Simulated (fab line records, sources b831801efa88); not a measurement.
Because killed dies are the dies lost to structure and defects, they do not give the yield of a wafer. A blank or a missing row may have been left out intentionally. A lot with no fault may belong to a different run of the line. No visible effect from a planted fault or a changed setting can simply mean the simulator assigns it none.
Comparing a struck lot with a sound one | flow sky130 | 43 steps out of a route of 708
Sound: these wafers, L127.4, L127.5, L127.6. Wafers struck: L131.2, L131.4, L131.5. The cause is named last.
For every step that has rows: the tool of each side, followed by ch and its chambers, followed by its first start. Under that, the readings that differ: sound wafers | struck wafers | difference of the means | sigmas: that difference in standard deviations of wafers without a fault.
alike: same words and numbers on both sides, and readings whose means sit less than 2 such deviations apart. not compared: any withheld reading, any reading some wafer has no value for, any bound like >300 that may hide the same value, and any number with overlapping values for which the record gives no deviation.
The two part at a step that has a row with sigmas, a row that says differs or no value, or rows on one side only. Numbers that don't overlap but have no deviation are shown without sigmas and don't part them. A reading missing from all wafers of one side parts the sides only when that side holds two or more wafers.

first, 1 step without rows for these wafers: SKY_VIA4_DEVELOP_10 (develop time 60 s).
SKY_VIA4_OVL_MEAS_11:
  sound: overlay-02 at day 43 23:46; struck: overlay-02 at day 45 05:50
  alike: VIA4_OVL
SKY_VIA4_ETCH_12: etches SiO2 in C4F8/O2/Ar, stops on TiN, target depth 580 nm.
  sound on rie-diel-02 ch 0,1,2, day 43 23:49; struck on rie-diel-04 ch 2,3, day 45 05:52
  alike: chamber-pressure-mTorr, oes-product-au
then, 6 steps without rows for these wafers: SKY_VIA4_STRIP_13 (strips in O2/N2); SKY_VIA4_STRIP_14 (strips in post etch residue remover, time 1200 s); SKY_VIA4_CLEAN_15 (cleans in IPA, time 180 s); SKY_VIA4_CLEAN_16 (cleans in O3/DIW); SKY_VIA4_SPUTTER_17 (material TiN, target thk 20 nm, time 80 s); SKY_VIA4_CVD_18 (deposits W, target thk 505 nm, time 152.14 s).
SKY_VIA4_RS_MEAS_19: measurement is done with a four-point probe.
  sound: film-metro-01 at day 44 00:43; struck: film-metro-01 at day 45 07:27
  alike: VIA4_W_RS
SKY_VIA4_THK_MEAS_20: measures by xrf.
  sound: film-metro-01 at day 44 00:49; struck: film-metro-01 at day 45 07:34
  alike: VIA4_W_THK
SKY_VIA4_CMP_21: polishes, stops on SiO2, t overpolish 25 s, target thk 0 nm.
  sound on cmp-02 ch 1,2,3, day 44 00:59; struck on cmp-01 ch 0,1,2, day 45 07:43
  alike: head-pressure-psi, motor-current-A, overpolish-run-s, time-to-endpoint-s
SKY_METAL5_SPUTTER_00: material Ti, target thk 15 nm, time 10 s.
  sound: pvd-sputter-03 at day 44 01:08; struck: pvd-sputter-03 at day 45 07:55
  alike: throttle-valve-pct
then, 3 steps without rows for these wafers: SKY_METAL5_SPUTTER_01 (material TiN, target thk 20 nm, time 16.7 s); SKY_METAL5_SPUTTER_02 (material AlCu, target thk 1150 nm, time 61.2 s); SKY_METAL5_SPUTTER_03 (material Ti, target thk 5 nm, time 3.3 s).
SKY_METAL5_SPUTTER_04: material TiN, target thk 70 nm, time 58.3 s.
  sound: pvd-sputter-03 at day 44 01:16; struck: pvd-sputter-03 at day 45 08:02
  alike: throttle-valve-pct
SKY_METAL5_RS_MEAS_05: measurement is done with a four-point probe.
  sound: film-metro-03 at day 44 01:22; struck: film-metro-04 at day 45 08:06
  alike: METAL5_ALCU_RS
SKY_METAL5_THK_MEAS_06: measures by xrf.
  sound: film-metro-03 at day 44 01:28; struck: film-metro-04 at day 45 08:13
  alike: METAL5_ALCU_THK
then, 13 steps without rows for these wafers: SKY_METAL5_DEHYDRATE_07 (time 60 s); SKY_METAL5_HMDS_08 (prime time 60 s); SKY_METAL5_COAT_09 (resist thk 1800 nm); SKY_METAL5_SOFTBAKE_10 (time 60 s); SKY_METAL5_EXPOSE_11 (exposes mask MM5, target cd 1600 nm); SKY_METAL5_PEB_12; SKY_METAL5_DEVELOP_13 (develop time 60 s); SKY_METAL5_DESCUM_14 (chemistry O2, time 11 s); SKY_METAL5_METAL_ETCH_15 (etches the open film in Cl2/BCl3, stops on SiO2, target depth 1260 nm, time 252 s); SKY_METAL5_STRIP_16 (strips in O2/N2); SKY_METAL5_STRIP_17 (strips in post etch residue remover, time 1200 s); SKY_METAL5_CLEAN_18 (cleans in IPA, time 180 s); SKY_METAL5_CLEAN_19 (cleans in O3/DIW).
SKY_PASSIVATION_CVD_00: deposits SiO2, target thk 90 nm.
  sound on pecvd-04 ch 0,1,2, day 44 23:59; struck on pecvd-01 ch 0,1,2, day 46 05:35
  alike: heater-power-w
SKY_PASSIVATION_THK_MEAS_01:
  sound: film-metro-03 at day 45 00:02; struck: film-metro-03 at day 46 05:38
  alike: PASSIVATION_CVD_00_THK
SKY_PASSIVATION_CVD_02: deposits Si3N4, target thk 540 nm.
  sound on pecvd-01 ch 0,1,2, day 45 00:10; struck on pecvd-04 ch 1,2, day 46 05:41
  alike: heater-power-w
SKY_PASSIVATION_THK_MEAS_03:
  sound: film-metro-02 at day 45 00:19; struck: film-metro-01 at day 46 05:55
  alike: PASSIVATION_CVD_02_THK
then, 6 steps without rows for these wafers: SKY_PASSIVATION_DEHYDRATE_04 (time 60 s); SKY_PASSIVATION_HMDS_05 (prime time 60 s); SKY_PASSIVATION_COAT_06 (resist thk 3049 nm); SKY_PASSIVATION_SOFTBAKE_07; SKY_PASSIVATION_EXPOSE_08 (exposes mask NSM, target cd 3000 nm); SKY_PASSIVATION_PEB_09.
SKY_PAD_OPEN_PROBE_99:
  sound: prober-02 at day 46 20:06; struck: prober-02 at day 48 00:25
  reading                               | sound             | struck                                                                     | difference                   | sigmas
  hold                                  | - - -             | await-dispo/4.3h/release await-dispo/4.3h/release await-dispo/4.3h/release | no value on the sound wafers |
  defect-limited-yield (%)              | 81.5 80.5 83.5    | 70.7 71.7 78.9                                                             | -8.1                         | -5
  killed_at_M4_up                       | 3 5 4             | 65 63 18                                                                   | +45                          | +22
  killed-dies                           | 91 96 81          | 144 139 104                                                                | +40                          | +5
  sort_bin_3_pad_short (%)              | 2.2 1.4 0.2       | 3.5 4.3 1.8                                                                | +1.9                         | +5
  sort_bin_5_function (%)               | 9.6 12.0 11.2     | 19.3 17.9 14.4                                                             | +6.3                         | +4
  sort-n-pass                           | 401 396 411       | 348 353 388                                                                | -40                          | -5
  sort-yield-pct (%)                    | 81.5 80.5 83.5    | 70.7 71.7 78.9                                                             | -8.1                         | -5
  model.etest.tester.sort-n-pass        | 401 396 411       | 348 353 388                                                                | -40                          |
  model.etest.tester.sort-yield-pct (%) | 81.5 80.49 83.54  | 70.73 71.75 78.86                                                          | -8.06                        |
  model.etest.tester.sort_bin_5_pct (%) | 9.553 11.99 11.18 | 19.31 17.89 14.43                                                          | +6.30                        |
  alike: killed_at_M0_to_M3, killed-at-contacts, killed-at-front-end, killed-at-other, killed-open, killed-short, sort_bin_6_memory
  not compared: model.etest.tester.sort_bin_3_pct

== WHERE THEY PART ==
Only at SKY_PAD_OPEN_PROBE_99, within this record.

WHY: what the simulator had put in
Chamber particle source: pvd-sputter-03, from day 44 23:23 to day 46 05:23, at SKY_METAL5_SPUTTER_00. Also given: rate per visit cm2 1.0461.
